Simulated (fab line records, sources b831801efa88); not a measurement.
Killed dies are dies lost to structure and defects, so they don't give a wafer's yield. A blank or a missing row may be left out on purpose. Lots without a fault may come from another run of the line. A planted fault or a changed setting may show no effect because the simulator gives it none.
Which tool did it? | flow gf180mcu | 14 lots, 42 wafers sampled, at 3 steps of a route of 602

WHAT THE GAUGES READ, wafer by wafer
GF_V5_THK_MEAS_25: measures by xrf.
lot  | measured     | on            | V5_W_THK (nm)
L596 | day 27 07:09 | film_metro-01 | 340 341 332
L597 | day 28 01:17 | film_metro-01 | 344 338 335
L598 | day 28 03:26 | film_metro-01 | 340 336 343
L599 | day 28 05:47 | film_metro-03 | 360 347 353
L600 | day 28 20:06 | film_metro-01 | 333 335 338
L602 | day 29 14:43 | film_metro-01 | 328 335 333
L603 | day 29 13:50 | film_metro-01 | 345 342 339
L605 | day 30 02:44 | film_metro-01 | 340 349 350
L610 | day 31 11:25 | film_metro-04 | 334 331 327
L612 | day 32 00:32 | film_metro-04 | 334 327 334
L615 | day 32 12:11 | film_metro-03 | 350 363 348
L616 | day 32 22:49 | film_metro-03 | 361 351 362
L617 | day 33 03:02 | film_metro-01 | 343 349 352
L618 | day 33 06:16 | film_metro-01 | 339 354 355

GF_TOP_METAL_CD_MEAS_14: target cd 440 nm.
lot  | measured     | on        | cd_nm (nm)
L596 | day 28 03:46 | cd_sem-02 | 440.9 441.0 441.5
L597 | day 28 21:02 | cd_sem-02 | 440.0 436.4 435.3
L598 | day 28 22:13 | cd_sem-02 | 440.2 438.5 439.8
L599 | day 29 01:16 | cd_sem-02 | 438.5 437.5 437.4
L600 | day 29 15:27 | cd_sem-02 | 442.0 442.0 442.5
L602 | day 30 08:56 | cd_sem-01 | 439.0 437.4 438.3
L603 | day 30 08:37 | cd_sem-02 | 442.5 442.5 441.0
L605 | day 30 21:31 | cd_sem-01 | 440.6 441.8 440.6
L610 | day 32 04:58 | cd_sem-01 | 442.0 442.2 440.8
L612 | day 32 17:18 | cd_sem-01 | 435.7 435.1 437.4
L615 | day 33 05:22 | cd_sem-01 | 444.2 442.6 442.4
L616 | day 33 14:36 | cd_sem-02 | 440.6 436.8 438.1
L617 | day 33 18:28 | cd_sem-02 | 435.6 436.6 436.1
L618 | day 33 21:49 | cd_sem-01 | 437.9 439.4 440.7

WHICH TOOL RAN EACH LOT (tool, then ch and the chambers of the sampled wafers, then the start)
lot  | GF_STI_OXIDATION_21
L596 | furnace-01 ch 0, day 2 03:29
L597 | furnace-01 ch 0, day 2 07:19
L598 | furnace-01 ch 0, day 2 11:53
L599 | furnace-02 ch 0, day 2 18:56
L600 | furnace-02 ch 0, day 3 01:33
L602 | furnace-01 ch 0, day 3 15:35
L603 | furnace-01 ch 0, day 3 15:35
L605 | furnace-01 ch 0, day 4 05:24
L610 | furnace-01 ch 0, day 5 02:52
L612 | furnace-01 ch 0, day 5 12:26
L615 | furnace-02 ch 0, day 6 03:57
L616 | furnace-02 ch 0, day 6 10:15
L617 | furnace-02 ch 0, day 6 14:50
L618 | furnace-02 ch 0, day 6 20:00
- GF_STI_OXIDATION_21: stabilise 600 s, purge 300 s, target thk 15 nm.

WHAT THE TOOLS THEMSELVES READ (means of the sampled wafers that have a number; where no wafer has one, the mark that the record gives instead)
GF_STI_OXIDATION_21.
lot  | tool       | zone_power_lower_pct (%)
L596 | furnace-01 | 23.9
L597 | furnace-01 | 24.3
L598 | furnace-01 | 24.1
L599 | furnace-02 | 21.6
L600 | furnace-02 | 21.6
L602 | furnace-01 | 24.0
L603 | furnace-01 | 24.3
L605 | furnace-01 | 24.4
L610 | furnace-01 | 23.9
L612 | furnace-01 | 24.2
L615 | furnace-02 | 21.8
L616 | furnace-02 | 21.5
L617 | furnace-02 | 21.5
L618 | furnace-02 | 21.6

THE ANSWER, worked out from the rows above alone
Rule: what is usual is taken from the lots themselves. Put in order of their means at a reading, lots are off if they are a third of the lots or fewer, leave a main group of 4 or more, and stand apart from it by a gap of 3 or more times the standard deviation of the main group's means; of several such gaps the widest counts. A main group whose means are all the same, to the digits that the tables above print for the reading, isn't used. A lot without any number at a reading at which 4 lots or more have one is off too. The other lots that the step has rows for count as sound. The gauges are gone through in route order, then the tools' own readings, and for those a lot's mean is taken as printed above. The first step at which some lot is off is used, and at that step the reading that is off furthest; a lot without a number counts as furthest.
No lot is off at any reading shown: from this, nothing can be told.

WHAT THE SIMULATOR HAD PUT IN
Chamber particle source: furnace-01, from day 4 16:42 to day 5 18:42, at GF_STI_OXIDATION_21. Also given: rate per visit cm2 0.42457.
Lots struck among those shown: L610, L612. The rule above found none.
